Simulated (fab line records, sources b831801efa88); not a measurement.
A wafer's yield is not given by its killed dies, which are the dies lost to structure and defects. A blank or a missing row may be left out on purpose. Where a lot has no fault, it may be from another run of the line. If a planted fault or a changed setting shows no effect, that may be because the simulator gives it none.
fab line records -- flow gf180mcu
record: lots: 12, wafers: 36, last_day: 34
route steps=602 shown STI@14 LVPWELL@62 CONTACT@303 M1@316
lots that met no fault: taken from a fault-free run of the same line
start_h: hours from the record's opening day to when the first of the lot's shown wafers began -- wait_h: hours since the lot's step before -- " as in the row above -- L1.1+2: several wafers, shown together as one row -- - either no value or no given start -- * or withheld: withheld -- < > ~ a bound
route shown NAME@n: names a module that has steps shown in the file, with the first one's number in the route -- usual: the fault-free wafers' mean and standard deviation -- same: alike in all rows -- chamber/n: place in a boat -- sites: each site's reading -- _std_site: the values' standard deviation -- _edge_site: outer sites' mean less inner sites' -- radius_mm: for every site, how far away it sits from the centre of the wafer -- mask NAME#n: copy n -- behind: the tool/chamber that last shaped the wafer -- hold: the reason the lot was held/the length of the hold in hours/how it ended -- device: the transistor (n, p or np) that didn't switch -- end of line: at the end of the route, the tests of the same wafers -- for a step that has no rows: nothing shown but its recipe -- killed: dies lost to structure and defects at the first sort, not the wafer's yield -- map: a wafer's dies, marking killed ones x, the rest . and places with no die _
set.NAME: the run value of the setting; set.NAME@STEP: its run value at that earlier step -- model.NAME: the simulator's own value behind a step, which no gauge read
steps of the route over a sample of lots; a table a step, a row a wafer
services: the hour from which a tool's chamber was out of use, counted from the record's first day as start_h (under 0 if before that day), plus the number of hours and why
== steps ==
step: GF_STI_ETCH_13
recipe: chemistry: CHF3/O2, stop_on: Si, over_etch_frac: 0.3, target_depth_a: 2823.1, source_w: 600, bias_w: 200, pressure_mtorr: 40, chf3_flow_sccm: 50, O2_flow_sccm: 5, time_s: 112.9
usual: chf3_flow_sccm: 49.98/0.15, drypump_motor_current_A: 5.9/0.59, oes_product_au: 0.831/0.007, throttle_valve_pct: 8.809/0.0092
same: time_s: 112.9
lot.wafer,tool,chamber,start_h,wait_h,chf3_flow_sccm,drypump_motor_current_A,oes_product_au,rf_hours_counter_h,throttle_valve_pct
L417.2,rie_diel-01,3,25.24,0.1,50.26,5.0,0.817,112,8.795
L417.5,rie_diel-01,0,25.24,0.1,50.07,5.5,0.828,-,8.818
L417.6,rie_diel-01,3,25.24,0.1,50.23,5.0,0.823,-,8.802
L418.1,rie_diel-03,1,30.59,0.1,49.96,5.8,0.849,23,8.809
L418.2,rie_diel-03,0,30.59,0.1,49.79,5.3,0.840,20,8.811
L418.5,rie_diel-03,1,30.59,0.1,49.87,5.8,0.832,-,8.818
L419.1,rie_diel-02,1,35.38,0.1,50.35,6.4,0.835,31,8.813
L419.2,rie_diel-02,2,35.38,0.1,49.90,6.1,0.828,159,8.824
L419.4,rie_diel-02,3,35.38,0.1,49.85,6.5,0.847,87,8.798
L423.2,rie_diel-02,3,56.68,0.1,49.93,6.5,0.829,88,8.803
L423.4,rie_diel-02,2,56.68,0.1,49.99,6.1,0.826,-,8.831
L423.6,rie_diel-02,3,56.68,0.1,50.14,6.5,0.824,-,8.811
L425.1,rie_diel-02,3,66.94,0.1,50.05,6.5,0.835,88,8.811
L425.3,rie_diel-02,2,66.94,0.1,49.99,6.1,0.826,161,8.829
L425.5,rie_diel-02,0,66.94,0.1,49.92,6.6,0.837,-,8.816
L426.2,rie_diel-02,0,71.53,0.1,50.14,6.6,0.822,1,8.819
L426.3,rie_diel-02,1,71.53,0.1,50.26,6.4,0.834,32,8.797
L426.6,rie_diel-02,0,71.53,0.1,50.01,6.6,0.827,-,8.803
L428.2,rie_diel-01,3,82.54,0.1,50.01,5.0,0.828,113,8.801
L428.4,rie_diel-01,2,82.54,0.1,49.89,4.8,0.825,5,8.808
L428.6,rie_diel-01,1,82.54,0.1,49.88,5.0,0.826,-,8.825
L431.2,rie_diel-03,0,98.32,0.1,50.15,5.3,0.830,23,8.801
L431.3,rie_diel-03,2,98.32,0.1,49.85,5.4,0.820,152,8.797
L431.6,rie_diel-03,2,98.32,0.1,49.78,5.4,0.834,-,8.804
L435.2,rie_diel-01,0,122.97,0.1,50.00,5.5,0.829,106,8.817
L435.3,rie_diel-01,2,122.97,0.1,49.96,4.8,0.826,6,8.808
L435.5,rie_diel-01,0,122.97,0.1,49.94,5.5,0.832,-,8.812
L436.3,rie_diel-02,0,125.94,0.1,49.80,6.6,0.818,2,8.801
L436.5,rie_diel-02,3,125.94,0.1,49.82,6.5,0.832,-,8.817
L436.6,rie_diel-02,0,125.94,0.1,49.82,6.6,0.830,-,8.802
L438.2,rie_diel-02,0,133.24,0.1,50.02,6.6,0.840,3,8.814
L438.3,rie_diel-02,1,133.24,0.1,50.33,6.4,0.841,34,8.807
L438.4,rie_diel-02,0,133.24,0.1,49.89,6.6,0.835,-,8.818
L440.1,rie_diel-03,1,143.90,0.1,50.16,5.8,0.828,26,8.809
L440.2,rie_diel-03,2,143.90,0.1,49.84,5.4,0.824,154,8.812
L440.4,rie_diel-03,0,143.90,0.1,49.61,5.4,0.829,24,8.812
step: GF_LVPWELL_IMPLANT_08
recipe: species: B, energy_kev: 170, dose_cm2: 1.5e+13, tilt_deg: 0
usual: dose_ions_cm2: 1.4998e+13/1.7e+10, faraday_current_uA: 84.7/1.5, tilt_deg: -0.002/0.019
same: implant_ion_amu: 11
lot.wafer,tool,chamber,start_h,wait_h,dose_ions_cm2,faraday_current_uA,tilt_deg
L417.2,implanter-02,0,68.81,0.0,1.5026e+13,84.0,-0.017
L417.5,implanter-02,0,68.81,0.0,1.5017e+13,85.0,0.002
L417.6,implanter-02,0,68.81,0.0,1.5042e+13,84.9,0.002
L418.1,implanter-02,0,74.69,0.0,1.5023e+13,83.8,-0.007
L418.2,implanter-02,0,74.69,0.0,1.5015e+13,83.2,0.000
L418.5,implanter-02,0,74.69,0.0,1.4991e+13,84.5,0.018
L419.1,implanter-02,0,79.79,0.0,1.3251e+13,75.9,0.029
L419.2,implanter-02,0,79.79,0.0,1.3247e+13,77.0,0.010
L419.4,implanter-02,0,79.79,0.0,1.3258e+13,74.4,0.033
L423.2,implanter-02,0,103.32,0.0,1.324e+13,74.3,0.030
L423.4,implanter-02,0,103.32,0.0,1.3228e+13,76.6,0.000
L423.6,implanter-02,0,103.32,0.0,1.3222e+13,73.4,0.024
L425.1,implanter-03,0,112.59,0.0,1.4983e+13,83.7,-0.002
L425.3,implanter-03,0,112.59,0.0,1.4998e+13,84.4,-0.005
L425.5,implanter-03,0,112.59,0.0,1.4989e+13,85.2,0.013
L426.2,implanter-01,0,119.77,0.0,1.4962e+13,81.5,0.004
L426.3,implanter-01,0,119.77,0.0,1.501e+13,85.7,0.018
L426.6,implanter-01,0,119.77,0.0,1.498e+13,82.9,-0.003
L428.2,implanter-03,0,130.43,0.0,1.4996e+13,81.8,-0.017
L428.4,implanter-03,0,130.43,0.0,1.5011e+13,84.6,0.013
L428.6,implanter-03,0,130.43,0.0,1.4991e+13,85.5,0.004
L431.2,implanter-01,0,156.06,0.0,1.5005e+13,84.7,-0.012
L431.3,implanter-01,0,156.06,0.0,1.5009e+13,83.3,-0.040
L431.6,implanter-01,0,156.06,0.0,1.4998e+13,86.3,-0.014
L435.2,implanter-01,0,175.16,0.0,1.4975e+13,89.4,-0.008
L435.3,implanter-01,0,175.16,0.0,1.5014e+13,85.2,0.010
L435.5,implanter-01,0,175.16,0.0,1.499e+13,83.5,-0.012
L436.3,implanter-01,0,180.09,0.1,1.5016e+13,84.4,-0.008
L436.5,implanter-01,0,180.09,0.1,1.4997e+13,88.7,-0.021
L436.6,implanter-01,0,180.09,0.1,1.5022e+13,83.8,-0.034
L438.2,implanter-03,0,185.31,0.0,1.5003e+13,85.1,-0.010
L438.3,implanter-03,0,185.31,0.0,1.5003e+13,84.9,-0.006
L438.4,implanter-03,0,185.31,0.0,1.5003e+13,84.2,-0.007
L440.1,implanter-01,0,198.71,0.0,1.4994e+13,85.7,0.019
L440.2,implanter-01,0,198.71,0.0,1.499e+13,83.5,0.032
L440.4,implanter-01,0,198.71,0.0,1.4963e+13,84.7,0.030
step: GF_VT_IMPLANT_RS_MEAS_48
recipe: thk_meas_gauge: four-point-probe
usual: LVPWELL_RS: 1196/3.4
lot.wafer,tool,chamber,start_h,wait_h,LVPWELL_RS[ohm/sq]
L417.2,film_metro-04,-,157.61,0.1,1193
L417.5,film_metro-04,-,157.61,0.1,1195
L417.6,film_metro-04,-,157.61,0.1,1191
L418.1,film_metro-03,-,165.19,0.1,1200
L418.2,film_metro-03,-,165.19,0.1,1198
L418.5,film_metro-03,-,165.19,0.1,1196
L419.1,film_metro-03,-,169.76,0.1,1275
L419.2,film_metro-03,-,169.76,0.1,1278
L419.4,film_metro-03,-,169.76,0.1,1277
L423.2,film_metro-03,-,199.28,0.1,1267
L423.4,film_metro-03,-,199.28,0.1,1268
L423.6,film_metro-03,-,199.28,0.1,1267
L425.1,film_metro-04,-,212.07,0.1,1192
L425.3,film_metro-04,-,212.07,0.1,1196
L425.5,film_metro-04,-,212.07,0.1,1192
L426.2,film_metro-03,-,217.83,0.1,1200
L426.3,film_metro-03,-,217.83,0.1,1197
L426.6,film_metro-03,-,217.83,0.1,1195
L428.2,film_metro-03,-,230.93,0.1,1197
L428.4,film_metro-03,-,230.93,0.1,1196
L428.6,film_metro-03,-,230.93,0.1,1193
L431.2,film_metro-03,-,262.45,0.1,1199
L431.3,film_metro-03,-,262.45,0.1,1196
L431.6,film_metro-03,-,262.45,0.1,1193
L435.2,film_metro-04,-,283.91,0.1,1196
L435.3,film_metro-04,-,283.91,0.1,1193
L435.5,film_metro-04,-,283.91,0.1,1193
L436.3,film_metro-04,-,289.35,0.1,1194
L436.5,film_metro-04,-,289.35,0.1,1194
L436.6,film_metro-04,-,289.35,0.1,1193
L438.2,film_metro-04,-,297.49,0.1,1195
L438.3,film_metro-04,-,297.49,0.1,1192
L438.4,film_metro-04,-,297.49,0.1,1189
L440.1,film_metro-04,-,312.96,0.1,1192
L440.2,film_metro-04,-,312.96,0.1,1195
L440.4,film_metro-04,-,312.96,0.1,1194
step: GF_CONTACT_ETCH_16
recipe: chemistry: N2/H2, target_depth_a: withheld, overetch_a: withheld, time_s: withheld, target: BARC, ion_energy_ev: 200, source_w: 500, bias_w: 100, pressure_mtorr: 30, n2_flow_sccm: 100, h2_flow_sccm: 200
usual: drypump_motor_current_A: 5.8/0.6, n2_flow_sccm: 100.0/0.32, oes_product_au: 0.854/0.0046, throttle_valve_pct: 13.224/0.0084
lot.wafer,tool,chamber,start_h,wait_h,drypump_motor_current_A,n2_flow_sccm,oes_product_au,throttle_valve_pct
L417.2,rie_diel-01,1,361.06,0.0,5.1,99.5,0.860,13.210
L417.5,rie_diel-01,1,361.06,0.0,5.1,99.7,0.853,13.211
L417.6,rie_diel-01,2,361.06,0.0,4.8,99.9,0.850,13.218
L418.1,rie_diel-02,2,372.55,0.0,6.1,100.0,0.854,13.233
L418.2,rie_diel-02,3,372.55,0.0,6.5,100.0,0.844,13.224
L418.5,rie_diel-02,2,372.55,0.0,6.1,99.9,0.852,13.222
L419.1,rie_diel-03,1,377.01,0.0,5.8,100.2,0.855,13.233
L419.2,rie_diel-03,2,377.01,0.0,5.4,100.1,0.852,13.222
L419.4,rie_diel-03,0,377.01,0.0,5.4,100.1,0.849,13.234
L423.2,rie_diel-03,3,419.13,0.0,6.2,100.1,0.857,13.218
L423.4,rie_diel-03,1,419.13,0.0,5.8,100.3,0.851,13.226
L423.6,rie_diel-03,0,419.13,0.0,5.3,100.3,0.854,13.215
L425.1,rie_diel-03,0,435.40,0.0,5.3,100.1,0.858,13.239
L425.3,rie_diel-03,1,435.40,0.0,5.8,100.1,0.845,13.243
L425.5,rie_diel-03,1,435.40,0.0,5.8,100.6,0.853,13.228
L426.2,rie_diel-01,2,441.45,0.0,4.8,99.7,0.852,13.221
L426.3,rie_diel-01,3,441.45,0.0,5.0,99.9,0.850,13.233
L426.6,rie_diel-01,3,441.45,0.0,5.0,99.4,0.846,13.228
L428.2,rie_diel-02,3,460.70,0.0,6.5,100.6,0.858,13.214
L428.4,rie_diel-02,1,460.70,0.0,6.4,99.9,0.854,13.220
L428.6,rie_diel-02,2,460.70,0.0,6.1,100.6,0.860,13.219
L431.2,rie_diel-01,2,497.90,0.0,4.8,99.5,0.864,13.226
L431.3,rie_diel-01,0,497.90,0.0,5.5,99.9,0.861,13.216
L431.6,rie_diel-01,0,497.90,0.0,5.6,99.9,0.858,13.228
L435.2,rie_diel-02,1,526.85,0.0,6.4,100.2,0.854,13.231
L435.3,rie_diel-02,2,526.85,0.0,6.1,99.9,0.852,13.214
L435.5,rie_diel-02,3,526.85,0.0,6.5,100.0,0.859,13.228
L436.3,rie_diel-02,3,530.10,0.0,6.5,100.8,0.851,13.223
L436.5,rie_diel-02,3,530.10,0.0,6.5,99.8,0.853,13.228
L436.6,rie_diel-02,2,530.10,0.0,6.1,100.5,0.851,13.220
L438.2,rie_diel-01,3,543.25,0.0,5.0,99.8,0.853,13.220
L438.3,rie_diel-01,2,543.25,0.0,4.8,100.3,0.855,13.228
L438.4,rie_diel-01,1,543.25,0.0,5.0,100.5,0.848,13.223
L440.1,rie_diel-02,3,556.25,0.0,6.5,100.3,0.850,13.231
L440.2,rie_diel-02,1,556.25,0.0,6.4,99.8,0.863,13.220
L440.4,rie_diel-02,2,556.25,0.0,6.2,100.4,0.850,13.214
step: GF_M1_SPUTTER_01
recipe: material: TiN, target_thk_nm: 30, power_w: 6500, time_s: 25, chamber_pressure_pa: 0.4
usual: throttle_valve_pct: 30.3/0.9
same: time_s: 25
lot.wafer,tool,chamber,start_h,wait_h,throttle_valve_pct
L417.2,pvd_sputter-03,-,362.30,0.1,30.3
L417.5,pvd_sputter-03,-,362.30,0.1,31.1
L417.6,pvd_sputter-03,-,362.30,0.1,30.6
L418.1,pvd_sputter-02,-,373.82,0.1,29.7
L418.2,pvd_sputter-02,-,373.82,0.1,31.9
L418.5,pvd_sputter-02,-,373.82,0.1,31.6
L419.1,pvd_sputter-04,-,378.26,0.1,30.2
L419.2,pvd_sputter-04,-,378.26,0.1,29.7
L419.4,pvd_sputter-04,-,378.26,0.1,28.9
L423.2,pvd_sputter-02,-,420.37,0.1,29.1
L423.4,pvd_sputter-02,-,420.37,0.1,31.4
L423.6,pvd_sputter-02,-,420.37,0.1,31.5
L425.1,pvd_sputter-03,-,436.66,0.1,30.8
L425.3,pvd_sputter-03,-,436.66,0.1,30.3
L425.5,pvd_sputter-03,-,436.66,0.1,30.3
L426.2,pvd_sputter-03,-,442.69,0.1,30.4
L426.3,pvd_sputter-03,-,442.69,0.1,31.1
L426.6,pvd_sputter-03,-,442.69,0.1,30.4
L428.2,pvd_sputter-02,-,461.96,0.1,31.6
L428.4,pvd_sputter-02,-,461.96,0.1,31.4
L428.6,pvd_sputter-02,-,461.96,0.1,29.7
L431.2,pvd_sputter-02,-,499.14,0.1,30.0
L431.3,pvd_sputter-02,-,499.14,0.1,29.3
L431.6,pvd_sputter-02,-,499.14,0.1,31.4
L435.2,pvd_sputter-04,-,528.09,0.1,30.5
L435.3,pvd_sputter-04,-,528.09,0.1,29.7
L435.5,pvd_sputter-04,-,528.09,0.1,30.5
L436.3,pvd_sputter-02,-,531.34,0.1,31.6
L436.5,pvd_sputter-02,-,531.34,0.1,29.3
L436.6,pvd_sputter-02,-,531.34,0.1,31.5
L438.2,pvd_sputter-02,-,544.50,0.1,31.7
L438.3,pvd_sputter-02,-,544.50,0.1,31.6
L438.4,pvd_sputter-02,-,544.50,0.1,29.8
L440.1,pvd_sputter-02,-,557.49,0.1,29.2
L440.2,pvd_sputter-02,-,557.49,0.1,29.9
L440.4,pvd_sputter-02,-,557.49,0.1,31.6
== services ==
tool,chamber,start_h,hours,kind
pvd_sputter-02,-,35.26,10.8,repair
rie_diel-03,3,41.76,56.6,repair
rie_diel-01,-,48.61,15.6,pm
rie_diel-02,0,55.10,6.8,repair
rie_diel-01,2,74.25,2.6,repair
pvd_sputter-02,-,104.60,5.0,repair
rie_diel-01,-,124.87,2.8,pm
pvd_sputter-02,-,126.85,11.8,repair
rie_diel-03,1,183.07,1.3,repair
rie_diel-02,0,202.76,2.6,repair
rie_diel-01,3,204.00,5.2,repair
rie_diel-02,-,233.65,0.7,repair
rie_diel-03,3,365.73,6.0,repair
pvd_sputter-02,-,365.87,0.6,repair
rie_diel-02,1,370.31,4.7,repair
rie_diel-02,1,392.00,4.5,repair
rie_diel-02,2,398.58,13.4,repair
pvd_sputter-02,-,401.14,6.1,repair
rie_diel-01,0,429.05,2.5,repair
rie_diel-03,-,430.13,0.3,repair
rie_diel-02,0,459.68,9.1,repair
rie_diel-03,2,489.41,7.5,repair
rie_diel-03,1,492.52,13.7,repair
pvd_sputter-02,-,528.27,2.2,repair
== key ==
first_sign: step: GF_LVPWELL_IMPLANT_08, reading: dose_ions_cm2, direction: down, sigmas: 99+, usual: 1.4998e+13, struck: 1.3241e+13
effect: step: GF_LVPWELL_IMPLANT_08, reading: faraday_current_uA, direction: down, sigmas: 6.1, usual: 84.7, struck: 75.3
effect: step: GF_VT_IMPLANT_RS_MEAS_48, reading: LVPWELL_RS, direction: up, sigmas: 23, usual: 1196, struck: 1272
met_at GF_LVPWELL_IMPLANT_08
struck_lots L419,L423
tester_left_out L419,L423
not_acting_at GF_STI_ETCH_13,GF_CONTACT_ETCH_16,GF_M1_SPUTTER_01
onset_between 74.69 79.79
fault: kind: process_parameter_drift, tool: implanter-02, chamber: -, onset_h: 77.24, steps: GF_LVPWELL_IMPLANT_08, channel: dose_cm2, offset: -1.7548e+12, shape: step, end_h: 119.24, acts_in: these_recipes_only, stated: 1.5e+13
tester_left_out: of these lots the tester's yield and bins aren't shown, on N5 and GAA mostly nor the transistor test; their killed dies are dies lost to structure and defects alone, not to doping, threshold or leakage, so they don't give the yield
